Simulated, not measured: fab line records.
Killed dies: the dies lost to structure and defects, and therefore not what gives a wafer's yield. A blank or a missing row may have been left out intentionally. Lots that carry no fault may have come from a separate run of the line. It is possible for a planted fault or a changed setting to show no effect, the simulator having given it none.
2 desks looking at one fault ; flow sky130 ; what lay behind the numbers comes last; until then each desk has only its own

== FROM THE METROLOGY DESK ==
Lot by lot, what the gauges showed, no matter which tool ran the lot: averages of those sampled wafers that carry a number. A lot is out of limits, marked OUT, if its mean lies more than 4 standard deviations from the usual mean; the brackets give that distance.
Columns: A = NWELL_2_TW at SKY_NWELL_TW_MEAS_26, usual 493; B = NWELL_RS at SKY_NWELL_RS_MEAS_29, usual 624.6 ohm/sq; C = cd nm at SKY_POLY_CUT_CD_MEAS_08, usual 270.7 nm; D = SD_P_OVL at SKY_SD_P_OVL_MEAS_08, usual 0.9 nm
lot;first seen here;A;B;C;D
L392;day 5 06:07;493;624.8;271.6;0.1
L397;day 6 16:09;493;623.7;272.0;-0.3
L398;day 7 01:01;493;623.6;270.0;2.5
L400;day 7 09:28;487;623.8;270.1;1.3
L402;day 8 04:40;496;624.2;269.2;2.7
L403;day 8 06:29;499;626.8;273.1;1.8
L404;day 8 09:40;497;624.2;268.4;-0.1
L405;day 8 15:24;495;623.6;268.3;0.4
L408;day 9 09:26;492;624.5;272.0;1.6
L409;day 9 18:34;494;622.5;268.9;1.6
L410;day 9 21:59;492;622.2;272.2;0.8
L411;day 10 07:10;492;619.0;271.5;1.8
L412;day 10 12:48;494;617.3 (-4.3) OUT;271.2;0.2
This desk's finding: out of limits on L412; first on L412, day 10 13:02 (NWELL_RS at SKY_NWELL_RS_MEAS_29). In limits: L392, L397, L398, L400, L402, L403, L404, L405, L408, L409, L410, L411.

== FOR THE TOOL OWNER'S DESK: implanter-04 ==
The tool's own readings at SKY_NWELL_IMPLANT_11: means of the sampled wafers that have a number, for each lot that ran on this tool. A lot is out of limits, marked OUT, if its mean lies more than 4 standard deviations from the usual mean; the brackets give that distance.
Columns: A = dose ions cm2 at SKY_NWELL_IMPLANT_11, usual 1.8998e+13; B = end station pressure torr at SKY_NWELL_IMPLANT_11, usual 5.09e-06 Torr
lot;first seen here;A;B
L404;day 7 12:43;1.8988e+13;5.11e-06
L408;day 8 11:55;1.8989e+13;5.11e-06
L409;day 8 20:25;1.8997e+13;5.12e-06
L411;day 9 08:49;1.9488e+13 (+26) OUT;5.28e-06
L412;day 9 14:34;1.9465e+13 (+25) OUT;5.07e-06
This desk finds L411, L412 out of limits, L411 being first, at day 9 08:49 (dose ions cm2 at SKY_NWELL_IMPLANT_11). In limits: L404, L408, L409.

== ALL TOGETHER ==
On L411, L412, at day 9 08:49, an alarm was possible from the tool owner's desk.
The metrology desk could have raised an alarm at day 10 13:02, on L412.
The metrology desk holds a record of L411, inside its limits.
SKY_NWELL_IMPLANT_11 was run on implanter-04 by each of the lots named.

== WHAT THE SIMULATOR HAD PUT IN ==
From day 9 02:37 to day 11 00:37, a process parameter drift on implanter-04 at SKY_NWELL_IMPLANT_11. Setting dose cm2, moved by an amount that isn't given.
Shown lots that were struck: L411, L412.
Fault start to first reading out of limits, in hours, per desk: tool owner, 6; metrology, 34.
